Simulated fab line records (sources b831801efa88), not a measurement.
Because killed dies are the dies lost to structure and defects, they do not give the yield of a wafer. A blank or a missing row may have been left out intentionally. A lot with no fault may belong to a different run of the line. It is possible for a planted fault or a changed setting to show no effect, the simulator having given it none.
What tool caused it? + flow sky130 + Sampling: 13 lots, 39 wafers, 4 of 708 route steps

WHAT THE GAUGES READ, wafer by wafer
SKY_LDD_P_OVL_MEAS_08. Usual: LDD_P_OVL typically reads 0.2 nm, with standard deviation 1.6.
| lot  | measured     | on         | LDD_P_OVL (nm) | flag |
|------|--------------|------------|----------------|------|
| L585 | day 19 21:24 | overlay-02 | -0.1 0.1 -0.5  |      |
| L586 | day 21 02:06 | overlay-02 | 0.9 2.2 1.7    |      |
| L587 | day 21 03:09 | overlay-01 | 1.3 3.6 2.9    |      |
| L592 | day 22 02:02 | overlay-02 | 1.7 2.4 0.8    |      |
| L590 | day 22 03:48 | overlay-01 | 0.9 -0.5 -1.2  |      |
| L591 | day 22 05:18 | overlay-02 | 2.7 1.9 1.2    |      |
| L593 | day 22 12:01 | overlay-02 | 1.8 0.8 0.3    |      |
| L597 | day 23 21:48 | overlay-01 | 0.8 -1.0 -2.3  |      |
| L599 | day 24 15:29 | overlay-01 | -0.4 -1.9 0.0  |      |
| L600 | day 24 23:48 | overlay-01 | 0.2 -0.4 0.8   |      |
| L602 | day 25 12:29 | overlay-01 | 1.5 2.0 0.8    |      |
| L603 | day 25 22:17 | overlay-02 | 2.0 0.7 2.0    |      |
| L607 | day 27 08:00 | overlay-01 | 3.5 -1.6 0.6   |      |

SKY_LDD_HVP_OVL_MEAS_07. Usual: LDD_HVP_OVL typically reads 1.7 nm, with standard deviation 1.5.
| lot  | measured     | on         | LDD_HVP_OVL (nm) | flag |
|------|--------------|------------|------------------|------|
| L585 | day 22 10:19 | overlay-02 | 0.7 2.7 1.3      |      |
| L586 | day 23 14:19 | overlay-01 | 4.3 2.9 3.6      |      |
| L587 | day 23 15:26 | overlay-01 | 2.2 1.6 2.6      |      |
| L592 | day 24 14:34 | overlay-02 | 3.7 3.9 3.0      |      |
| L590 | day 24 16:35 | overlay-01 | 2.1 3.1 2.5      |      |
| L591 | day 24 17:55 | overlay-02 | 0.0 0.1 0.8      |      |
| L593 | day 24 23:11 | overlay-02 | 0.9 3.0 0.6      |      |
| L597 | day 26 08:38 | overlay-02 | 3.7 1.8 2.9      |      |
| L599 | day 27 01:34 | overlay-01 | -0.8 0.9 0.6     |      |
| L600 | day 27 10:04 | overlay-01 | 1.0 1.1 1.0      |      |
| L602 | day 27 22:25 | overlay-02 | 1.1 0.1 -0.9     |      |
| L603 | day 28 07:19 | overlay-02 | 0.2 0.6 1.2      |      |
| L607 | day 29 14:49 | overlay-01 | 3.0 1.4 0.5      |      |

WHAT TOOL EACH LOT RAN ON (gives the tool, then ch and the chambers of the sampled wafers, and finally the start)
| lot  | SKY_LDD_N_IMPLANT_14            | SKY_LDD_P_STRIP_10                  |
|------|---------------------------------|-------------------------------------|
| L585 | implanter-03 ch 0, day 18 14:16 | plasmaAsher-02 ch 0,1, day 19 21:37 |
| L586 | implanter-04 ch 0, day 19 19:23 | plasmaAsher-03 ch 0,1, day 21 02:17 |
| L587 | implanter-03 ch 0, day 19 19:52 | plasmaAsher-02 ch 0,1, day 21 03:20 |
| L592 | implanter-02 ch 0, day 20 19:32 | plasmaAsher-04 ch 0,1, day 22 02:13 |
| L590 | implanter-02 ch 0, day 20 21:16 | plasmaAsher-04 ch 0,1, day 22 04:01 |
| L591 | implanter-04 ch 0, day 20 22:10 | plasmaAsher-03 ch 0,1, day 22 05:29 |
| L593 | implanter-04 ch 0, day 21 05:24 | plasmaAsher-03 ch 0,1, day 22 12:13 |
| L597 | implanter-04 ch 0, day 22 15:15 | plasmaAsher-03 ch 0,1, day 23 21:59 |
| L599 | implanter-04 ch 0, day 23 09:25 | plasmaAsher-04 ch 0,1, day 24 15:40 |
| L600 | implanter-02 ch 0, day 23 17:55 | plasmaAsher-02 ch 0,1, day 24 23:59 |
| L602 | implanter-03 ch 0, day 24 08:02 | plasmaAsher-02 ch 0,1, day 25 12:40 |
| L603 | implanter-03 ch 0, day 24 16:44 | plasmaAsher-03 ch 1, day 25 22:28   |
| L607 | implanter-02 ch 0, day 26 01:59 | plasmaAsher-03 ch 0,1, day 27 08:11 |
- SKY_LDD_N_IMPLANT_14
- SKY_LDD_P_STRIP_10: strips in O2/N2.

WHAT THE TOOLS THEMSELVES READ (means of the sampled wafers that have a number; where no wafer has one, the mark that the record gives instead)
SKY_LDD_N_IMPLANT_14. Usual: doseIonsCm2 5e+12, standard deviation 5.4e+09; endStationPressureTorr 5.02e-06 Torr, standard deviation 2.5e-07; faradayCurrentUA 28.3, standard deviation 0.58; rotationDeg 180.00 degrees, standard deviation 0.058.
| lot  | tool         | doseIonsCm2 | endStationPressureTorr (Torr) | faradayCurrentUA | rotationDeg (degrees) | flag |
|------|--------------|-------------|-------------------------------|------------------|-----------------------|------|
| L585 | implanter-03 | 5e+12       | 5.34e-06                      | 28.2             | 180.01                |      |
| L586 | implanter-04 | 5e+12       | 5.15e-06                      | 28.6             | 180.07                |      |
| L587 | implanter-03 | 5e+12       | 4.97e-06                      | 28.2             | 179.98                |      |
| L592 | implanter-02 | 5e+12       | 4.98e-06                      | 28.4             | 180.00                |      |
| L590 | implanter-02 | 5e+12       | 5.14e-06                      | 28.2             | 180.05                |      |
| L591 | implanter-04 | 5e+12       | 5.12e-06                      | 28.3             | 179.98                |      |
| L593 | implanter-04 | 5e+12       | 5.06e-06                      | 28.8             | 180.02                |      |
| L597 | implanter-04 | 1e+13       | 4.89e-06                      | 55.2             | 179.96                | OFF  |
| L599 | implanter-04 | 1e+13       | 4.88e-06                      | 55.4             | 180.01                | OFF  |
| L600 | implanter-02 | 5e+12       | 4.95e-06                      | 28.8             | 179.96                |      |
| L602 | implanter-03 | 5e+12       | 5.02e-06                      | 28.1             | 180.00                |      |
| L603 | implanter-03 | 5e+12       | 5.07e-06                      | 28.0             | 180.00                |      |
| L607 | implanter-02 | 5e+12       | 4.79e-06                      | 28.7             | 180.02                |      |

SKY_LDD_P_STRIP_10. Usual: drypumpMotorCurrentA 5.76 A, standard deviation 0.18; oesProductAu 0.715 a.u., standard deviation 0.0043; stripTimeToEndpointS 14.20 s, standard deviation 0.044.
| lot  | tool           | drypumpMotorCurrentA (A) | oesProductAu (a.u.) | stripTimeToEndpointS (s) | flag |
|------|----------------|--------------------------|---------------------|--------------------------|------|
| L585 | plasmaAsher-02 | 5.75                     | 0.712               | 14.15                    |      |
| L586 | plasmaAsher-03 | 5.67                     | 0.713               | 14.15                    |      |
| L587 | plasmaAsher-02 | 5.61                     | 0.717               | 14.17                    |      |
| L592 | plasmaAsher-04 | 6.05                     | 0.712               | 14.29                    |      |
| L590 | plasmaAsher-04 | 5.92                     | 0.717               | 14.19                    |      |
| L591 | plasmaAsher-03 | 5.70                     | 0.713               | 14.28                    |      |
| L593 | plasmaAsher-03 | 5.66                     | 0.713               | 14.21                    |      |
| L597 | plasmaAsher-03 | 5.66                     | 0.719               | 14.15                    |      |
| L599 | plasmaAsher-04 | 5.93                     | 0.715               | 14.21                    |      |
| L600 | plasmaAsher-02 | 5.76                     | 0.724               | 14.20                    |      |
| L602 | plasmaAsher-02 | 5.73                     | 0.715               | 14.27                    |      |
| L603 | plasmaAsher-03 | 5.75                     | 0.719               | 14.16                    |      |
| L607 | plasmaAsher-03 | 5.65                     | 0.714               | 14.22                    |      |

THE ANSWER, worked out from the rows above alone
Rule: take the mean of a lot's wafers that have a number; if it is more than 3 standard deviations from the usual mean, the lot is off. A lot without any number at a reading at which 4 lots or more have one is off too. All remaining lots with rows at the step are treated as sound. Order of review: gauges by route order, followed by the tools' own readings, for which a lot's mean as printed above is used. The first step at which some lot is off is used, and at that step the reading that is off furthest; a lot without a number counts as furthest.
Off, at SKY_LDD_N_IMPLANT_14 on doseIonsCm2: L597, L599.
If a tool, at that step or one of the process steps before it, ran each lot that is off and ran no sound lot following the first of them, it fits. One fits: SKY_LDD_N_IMPLANT_14 on implanter-04. A fault onset in the window from L593 (day 21 05:24, its last sound lot) to L597 (day 22 15:15, its first lot off) fits.
The tool's own readings at SKY_LDD_N_IMPLANT_14 bear it out: on the lots that are off they differ by more than 5 times the standard deviation of the sound lots' means. doseIonsCm2 reads 1e+13 there against 5e+12 on the sound lots; faradayCurrentUA reads 55.3 there against 28.4 on the sound lots.

WHAT WAS PUT IN BY THE SIMULATOR
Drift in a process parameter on implanter-04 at SKY_LDD_N_IMPLANT_14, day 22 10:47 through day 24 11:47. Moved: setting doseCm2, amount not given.
Shown lots that were struck: L597, L599. The same result came from the rule above.
